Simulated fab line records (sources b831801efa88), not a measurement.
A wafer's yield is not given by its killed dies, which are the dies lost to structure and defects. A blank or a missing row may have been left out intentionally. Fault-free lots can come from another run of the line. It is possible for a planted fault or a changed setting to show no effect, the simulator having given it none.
fab line records	flow gf180mcu
[record] lots = 14	wafers = 42	lastDay = 34
route steps=602 shown VT_IMPLANT@131 V2@399 M4@471 V4@491
lots that met no fault: from a run of the same line without faults
startH: hours from the record's opening day to when the first of the lot's shown wafers began	waitH: hours since the lot's step before	" as in the row above	L1.1+2: a row that stands for several wafers	- no value, or no start was given	* or withheld: withheld	< > ~ a bound
route shown NAME@n: names a module that has steps shown in the file, with the first one's number in the route	usual: mean and standard deviation over wafers with no fault	same: alike in all rows	chamber/n: place in a boat	sites: per-site readings	_std_site: their standard deviation	_edge_site: mean of outer sites minus mean of inner sites	radiusMm: how far each site lies from the wafer's centre	mask NAME#n: copy n	behind: the last tool/chamber to shape the wafer	hold: what put the lot on hold/how long, in hours/how the hold closed	device: which transistor (n, p or np) failed to switch	end of line: the tests these same wafers got at the end of their route	where a step has no rows: the recipe by itself	killed: count of dies lost to structure and defects at first sort (not the wafer's yield)	map: dies across one wafer; x = killed, . = not, _ = none there
set.NAME: the setting the step ran with; set.NAME@STEP: the setting that earlier step ran with	model.NAME: the simulator's own value behind a step, which no gauge read
the route's steps for a sample of lots (tables are steps, rows are wafers)
services: the hour from which a tool's chamber was out of use, counted from the record's first day as startH (under 0 if before that day), plus the number of hours and why
[[steps]]
[step GF_VT_IMPLANT_IMPLANT_41]
[recipe] species = As	energyKev = 70	doseCm2 = 1.013e+12	tiltDeg = 7
[usual] beamEnergyKeV = 70.003/0.021	doseIonsCm2 = 1.013e+12/1.3e+09	faradayCurrentUA = 5.71/0.11
lot.wafer	tool	chamber	startH	waitH	beamEnergyKeV	doseIonsCm2	faradayCurrentUA
L357.2	implanter-01	0	177.30	0.0	70.024	1.013e+12	5.76
L357.4	"	0	"	"	70.044	1.0135e+12	5.69
L357.6	"	0	"	"	70.026	1.0142e+12	5.77
L358.3	implanter-03	0	188.08	0.1	69.992	1.0124e+12	5.67
L358.4	"	0	"	"	69.984	1.0142e+12	5.57
L358.5	"	0	"	"	69.976	1.0116e+12	5.76
L360.1	implanter-03	0	190.48	0.0	69.994	1.0124e+12	5.74
L360.2	"	0	"	"	69.973	1.0137e+12	5.64
L360.6	"	0	"	"	70.007	1.0137e+12	5.76
L362.1	implanter-03	0	202.07	0.0	70.012	1.0104e+12	5.69
L362.2	"	0	"	"	70.004	1.0131e+12	5.79
L362.5	"	0	"	"	70.003	1.0134e+12	5.77
L364.1	implanter-01	0	213.87	0.0	70.011	1.0132e+12	5.78
L364.3	"	0	"	"	70.000	1.0131e+12	5.63
L364.6	"	0	"	"	69.995	1.0135e+12	5.76
L363.1	implanter-01	0	216.07	0.0	70.013	1.0128e+12	5.52
L363.2	"	0	"	"	69.999	1.0129e+12	5.65
L363.5	"	0	"	"	69.976	1.0124e+12	5.77
L367.2	implanter-03	0	230.75	0.0	70.009	1.0129e+12	5.77
L367.4	"	0	"	"	69.993	1.0126e+12	5.52
L367.6	"	0	"	"	70.005	1.0144e+12	5.79
L369.2	implanter-01	0	243.35	0.0	69.975	8.36e+11	4.78
L369.3	"	0	"	"	70.004	8.358e+11	4.73
L369.5	"	0	"	"	69.982	8.368e+11	4.67
L370.1	implanter-04	0	248.42	0.0	69.996	1.0137e+12	5.78
L370.5	"	0	"	"	69.996	1.0146e+12	5.64
L370.6	"	0	"	"	69.958	1.0116e+12	5.71
L372.2	implanter-01	0	263.05	0.0	69.984	8.362e+11	4.70
L372.3	"	0	"	"	69.998	8.382e+11	4.77
L372.5	"	0	"	"	70.011	8.375e+11	4.81
L374.1	implanter-04	0	272.07	0.0	69.961	1.0132e+12	5.71
L374.3	"	0	"	"	69.977	1.0135e+12	5.60
L374.5	"	0	"	"	69.997	1.0117e+12	5.55
L376.2	implanter-03	0	288.00	0.0	70.000	1.0136e+12	5.71
L376.4	"	0	"	"	70.015	1.0133e+12	5.84
L376.6	"	0	"	"	70.021	1.0132e+12	5.67
L377.2	implanter-03	0	294.66	0.0	70.005	1.0122e+12	5.70
L377.3	"	0	"	"	70.018	1.0115e+12	5.47
L377.4	"	0	"	"	70.007	1.0138e+12	5.75
L378.2	implanter-04	0	299.00	0.1	69.970	1.0125e+12	5.95
L378.3	"	0	"	"	70.008	1.0132e+12	5.72
L378.6	"	0	"	"	69.979	1.0126e+12	5.55
[step GF_VT_IMPLANT_TW_MEAS_43]
[usual] VT_IMPLANT_4_TW = 693/5.5
lot.wafer	tool	chamber	startH	waitH	VT_IMPLANT_4_TW
L357.2	filmMetro-02	-	177.53	0.1	698
L357.4	"	-	"	"	693
L357.6	"	-	"	"	698
L358.3	filmMetro-01	-	188.30	0.1	699
L358.4	"	-	"	"	699
L358.5	"	-	"	"	700
L360.1	filmMetro-01	-	190.73	0.1	697
L360.2	"	-	"	"	703
L360.6	"	-	"	"	700
L362.1	filmMetro-04	-	202.32	0.1	686
L362.2	"	-	"	"	690
L362.5	"	-	"	"	688
L364.1	filmMetro-04	-	214.12	0.1	695
L364.3	"	-	"	"	690
L364.6	"	-	"	"	689
L363.1	filmMetro-02	-	216.32	0.1	696
L363.2	"	-	"	"	698
L363.5	"	-	"	"	696
L367.2	filmMetro-04	-	230.98	0.1	688
L367.4	"	-	"	"	692
L367.6	"	-	"	"	687
L369.2	filmMetro-01	-	243.59	0.1	657
L369.3	"	-	"	"	654
L369.5	"	-	"	"	655
L370.1	filmMetro-02	-	248.67	0.1	695
L370.5	"	-	"	"	696
L370.6	"	-	"	"	703
L372.2	filmMetro-04	-	263.29	0.1	657
L372.3	"	-	"	"	653
L372.5	"	-	"	"	651
L374.1	filmMetro-04	-	272.32	0.1	690
L374.3	"	-	"	"	691
L374.5	"	-	"	"	684
L376.2	filmMetro-01	-	288.24	0.1	695
L376.4	"	-	"	"	699
L376.6	"	-	"	"	695
L377.2	filmMetro-02	-	294.89	0.1	702
L377.3	"	-	"	"	698
L377.4	"	-	"	"	700
L378.2	filmMetro-04	-	299.24	0.1	683
L378.3	"	-	"	"	690
L378.6	"	-	"	"	689
[step GF_V2_ETCH_17]
[recipe] chemistry = C4F8/O2/Ar	maskMaterial = KrF	target = SiO2	stopOn = TiN	sourceW = 1500	biasW = 1200	pressureMtorr = 40	c4f8FlowSccm = withheld	O2_flow_sccm = 6	Ar_flow_sccm = 300	timeS = withheld	targetDepthA = 6300
[usual] oesProductAu = 0.856/0.0046
lot.wafer	tool	chamber	startH	waitH	oesProductAu
L357.2	rieDiel-03	2	-	-	0.854
L357.4	"	3	"	"	0.854
L357.6	"	0	"	"	0.853
L358.3	rieDiel-03	1	-	-	0.861
L358.4	"	2	"	"	0.857
L358.5	"	3	"	"	0.845
L360.1	rieDiel-03	2	-	-	0.851
L360.2	"	0	"	"	0.849
L360.6	"	1	"	"	0.849
L362.1	rieDiel-01	0	-	-	0.862
L362.2	"	2	"	"	0.859
L362.5	"	2	"	"	0.853
L364.1	rieDiel-02	2	-	-	0.852
L364.3	"	2	"	"	0.859
L364.6	"	2	"	"	0.857
L363.1	rieDiel-01	1	-	-	0.858
L363.2	"	0	"	"	0.854
L363.5	"	1	"	"	0.852
L367.2	rieDiel-03	1	-	-	0.858
L367.4	"	2	"	"	0.853
L367.6	"	3	"	"	0.849
L369.2	rieDiel-01	3	-	-	0.861
L369.3	"	1	"	"	0.860
L369.5	"	3	"	"	0.859
L370.1	rieDiel-02	1	-	-	0.856
L370.5	"	3	"	"	0.857
L370.6	"	2	"	"	0.855
L372.2	rieDiel-03	3	-	-	0.846
L372.3	"	0	"	"	0.858
L372.5	"	2	"	"	0.853
L374.1	rieDiel-02	2	-	-	0.857
L374.3	"	0	"	"	0.861
L374.5	"	1	"	"	0.859
L376.2	rieDiel-02	3	-	-	0.852
L376.4	"	2	"	"	0.859
L376.6	"	1	"	"	0.862
L377.2	rieDiel-01	0	-	-	0.849
L377.3	"	0	"	"	0.858
L377.4	"	1	"	"	0.863
L378.2	rieDiel-03	1	-	-	0.850
L378.3	"	2	"	"	0.846
L378.6	"	1	"	"	0.855
[step GF_M4_OVL_MEAS_15]
[usual] M4_OVL = 1/6.1
lot.wafer	tool	chamber	startH	waitH	M4_OVL[nm]
L357.2	overlay-02	-	568.46	0.1	3
L357.4	"	-	"	"	5
L357.6	"	-	"	"	9
L358.3	overlay-02	-	572.81	0.1	-1
L358.4	"	-	"	"	4
L358.5	"	-	"	"	-6
L360.1	overlay-01	-	575.65	0.1	14
L360.2	"	-	"	"	-3
L360.6	"	-	"	"	5
L362.1	overlay-01	-	589.55	0.1	-10
L362.2	"	-	"	"	-10
L362.5	"	-	"	"	-6
L364.1	overlay-02	-	606.10	0.1	-3
L364.3	"	-	"	"	1
L364.6	"	-	"	"	5
L363.1	overlay-02	-	613.55	0.1	-2
L363.2	"	-	"	"	0
L363.5	"	-	"	"	11
L367.2	overlay-02	-	624.72	0.1	-6
L367.4	"	-	"	"	-8
L367.6	"	-	"	"	-2
L369.2	overlay-02	-	642.71	0.1	-6
L369.3	"	-	"	"	3
L369.5	"	-	"	"	8
L370.1	overlay-02	-	642.91	0.1	-9
L370.5	"	-	"	"	-2
L370.6	"	-	"	"	6
L372.2	overlay-01	-	665.36	0.1	2
L372.3	"	-	"	"	3
L372.5	"	-	"	"	-2
L374.1	overlay-02	-	675.81	0.1	7
L374.3	"	-	"	"	-3
L374.5	"	-	"	"	2
L376.2	overlay-01	-	688.67	0.1	3
L376.4	"	-	"	"	-2
L376.6	"	-	"	"	3
L377.2	overlay-02	-	691.07	0.1	-5
L377.3	"	-	"	"	2
L377.4	"	-	"	"	-3
L378.2	overlay-01	-	699.52	0.1	0
L378.3	"	-	"	"	-1
L378.6	"	-	"	"	-9
[step GF_V4_OVL_MEAS_15]
[usual] V4_OVL = -3/5
lot.wafer	tool	chamber	startH	waitH	V4_OVL[nm]
L357.2	overlay-02	-	591.16	0.1	-9
L357.4	"	-	"	"	-1
L357.6	"	-	"	"	-6
L358.3	overlay-02	-	595.97	0.1	3
L358.4	"	-	"	"	0
L358.5	"	-	"	"	5
L360.1	overlay-02	-	598.50	0.1	-8
L360.2	"	-	"	"	-7
L360.6	"	-	"	"	1
L362.1	overlay-02	-	612.00	0.1	-1
L362.2	"	-	"	"	-5
L362.5	"	-	"	"	-5
L364.1	overlay-02	-	627.65	0.1	-2
L364.3	"	-	"	"	-8
L364.6	"	-	"	"	-4
L363.1	overlay-02	-	635.20	0.1	2
L363.2	"	-	"	"	3
L363.5	"	-	"	"	0
L367.2	overlay-01	-	646.31	0.1	4
L367.4	"	-	"	"	2
L367.6	"	-	"	"	-1
L369.2	overlay-01	-	664.26	0.1	4
L369.3	"	-	"	"	-10
L369.5	"	-	"	"	-2
L370.1	overlay-01	-	664.86	0.1	-3
L370.5	"	-	"	"	-2
L370.6	"	-	"	"	-12
L372.2	overlay-01	-	686.61	0.1	-5
L372.3	"	-	"	"	-10
L372.5	"	-	"	"	-2
L374.1	overlay-02	-	696.42	0.1	-3
L374.3	"	-	"	"	0
L374.5	"	-	"	"	-1
L376.2	overlay-02	-	709.51	0.1	-3
L376.4	"	-	"	"	-9
L376.6	"	-	"	"	-11
L377.2	overlay-01	-	711.66	0.1	5
L377.3	"	-	"	"	-4
L377.4	"	-	"	"	-3
L378.2	overlay-02	-	719.16	0.1	-11
L378.3	"	-	"	"	-6
L378.6	"	-	"	"	-7
[[services]]
tool	chamber	startH	hours	kind
implanter-03	-	165.72	2.3	repair
rieDiel-02	0	170.61	2.4	repair
rieDiel-02	1	171.17	6.1	repair
rieDiel-01	1	175.77	51.8	repair
rieDiel-03	-	198.19	2.8	pm
rieDiel-03	3	201.93	2.7	repair
implanter-03	-	223.37	3.8	pm
implanter-01	-	225.21	5.6	pm
implanter-03	-	233.33	23.2	repair
implanter-03	-	236.70	5.6	repair
rieDiel-02	2	248.32	4.0	repair
rieDiel-02	0	269.75	3.2	repair
implanter-03	-	275.62	2.9	repair
implanter-01	-	287.14	13.6	pm
implanter-03	-	302.29	4.4	pm
rieDiel-03	0	303.52	7.9	repair
implanter-01	-	317.98	3.1	pm
rieDiel-02	2	352.51	8.6	repair
rieDiel-03	1	353.32	13.0	repair
rieDiel-03	-	424.47	2.3	repair
rieDiel-03	-	488.01	1.7	repair
implanter-03	-	507.06	3.3	repair
rieDiel-03	0	525.74	4.6	repair
implanter-03	-	584.52	61.0	pm
[[key]]
[firstSign] step = GF_VT_IMPLANT_IMPLANT_41	reading = doseIonsCm2	direction = down	sigmas = 99+	usual = 1.013e+12	struck = 8.367e+11
[effect] step = GF_VT_IMPLANT_IMPLANT_41	reading = faradayCurrentUA	direction = down	sigmas = 8.9	usual = 5.71	struck = 4.74
[effect] step = GF_VT_IMPLANT_TW_MEAS_43	reading = VT_IMPLANT_4_TW	direction = down	sigmas = 6.9	usual = 693	struck = 655
metAt GF_VT_IMPLANT_IMPLANT_41
struckLots L369,L372
testerLeftOut L369,L372
notActingAt GF_V2_ETCH_17,GF_M4_OVL_MEAS_15,GF_V4_OVL_MEAS_15
onsetBetween 216.07 243.35
[fault] kind = processParameterDrift	tool = implanter-01	chamber = -	onsetH = 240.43	steps = GF_VT_IMPLANT_IMPLANT_41	channel = doseCm2	offset = -1.755e+11	shape = step	endH = 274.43	actsIn = theseRecipesOnly	stated = 1.013e+12
// testerLeftOut: of these lots the tester's yield and bins aren't shown, on N5 and GAA mostly nor the transistor test; their killed dies are dies lost to structure and defects alone, not to doping, threshold or leakage, so they don't give the yield
